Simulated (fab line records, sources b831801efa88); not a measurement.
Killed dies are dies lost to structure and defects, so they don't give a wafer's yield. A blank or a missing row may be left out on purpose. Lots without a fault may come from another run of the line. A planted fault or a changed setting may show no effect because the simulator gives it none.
Split-lot experiment | flow sky130 | 5 lots, 23 wafers read, on a route of 708 steps

THE SPLIT
At SKY_SD_P_DEVELOP_06 (develop time 60 s), the setting dev_temp_c was moved away from the recipe's 23 C on 10 of the 23 wafers read, by -14.8% to +7.7%. The other wafers ran this setting at the recipe's value.

The file shows no step between the split and the reading.

THE READING
cd_nm, in nm, at SKY_SD_P_CD_MEAS_07 (target cd 380 nm). Fault-free wafers of this fab line usually give 379.1 nm, standard deviation 2.2 nm.

wafer  | tool, chamber at the split | dev_temp_c as run, C | against the recipe | cd_nm, nm | against lot-mates on the recipe
L076.2 | litho_track-01, 0          | 24.77                | +7.7%              | 373.8     | -4.7
L076.3 | litho_track-01, 0          | 23                   | recipe             | 379.6     | -
L076.4 | litho_track-01, 0          | 23                   | recipe             | 377.7     | -
L076.5 | litho_track-01, 0          | 24.77                | +7.7%              | 375.3     | -3.2
L076.6 | litho_track-01, 0          | 23                   | recipe             | 378.3     | -
L075.1 | litho_track-01, 0          | 23                   | recipe             | 380.9     | -
L075.2 | litho_track-01, 0          | 23                   | recipe             | 380.8     | -
L075.3 | litho_track-01, 0          | 21.58                | -6.2%              | 386.8     | +6.9
L075.5 | litho_track-01, 0          | 23                   | recipe             | 378.1     | -
L075.6 | litho_track-01, 0          | 21.58                | -6.2%              | 385.6     | +5.7
L079.3 | litho_track-04, 0          | 23                   | recipe             | 377.1     | -
L079.5 | litho_track-04, 0          | 23                   | recipe             | 379.0     | -
L079.6 | litho_track-04, 0          | 23                   | recipe             | 378.5     | -
L082.1 | litho_track-04, 0          | 23                   | recipe             | 380.3     | -
L082.2 | litho_track-04, 0          | 23                   | recipe             | 381.9     | -
L082.3 | litho_track-04, 0          | 19.59                | -14.8%             | 390.0     | +8.9
L082.4 | litho_track-04, 0          | 19.59                | -14.8%             | 390.2     | +9.1
L082.5 | litho_track-04, 0          | 19.59                | -14.8%             | 392.0     | +10.9
L084.1 | litho_track-04, 0          | 20.09                | -12.7%             | 388.7     | +9.2
L084.2 | litho_track-04, 0          | 23                   | recipe             | 377.1     | -
L084.4 | litho_track-04, 0          | 23                   | recipe             | 381.9     | -
L084.5 | litho_track-04, 0          | 20.09                | -12.7%             | 389.2     | +9.7
L084.6 | litho_track-04, 0          | 20.09                | -12.7%             | 384.7     | +5.2

THE FIT
A straight line over all 23 wafers: cd_nm changes by -0.717 nm for each +1% of dev_temp_c; r = -0.94; the points scatter about the line by 1.8 nm.
The same after taking each lot's own level away (the mean of its wafers on the recipe; 23 wafers): -0.635 nm for each +1%; r = -0.95; scatter 1.5 nm.
On that fit, the largest move of dev_temp_c shifts the reading by 9.4 nm.
The lots' own levels span 378.20 to 381.10 nm, that is 1.3 times the standard deviation above.
So the lot-to-lot level changes the slope: the two fits differ.
Check: with one of the wafers moved furthest among these (-14.8%) left out of the fit, the line predicts +9.89 nm for it against its lot-mates. It came out at +8.9 nm against them.

OTHER SPLITS ON THESE WAFERS
These wafers also went through other splits before the reading. Each is held against what the fit with the lots' levels taken away leaves over:
other split on the same wafers   | wafers away from the commonest value | r with cd_nm (lot level and that fit taken away)
SKY_SPACER_CVD_00 pressure_mtorr | 15                                   | -0.11

THE FILE'S OWN FIT
cd_nm changes by -0.658 nm for each +1% of dev_temp_c, r = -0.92.
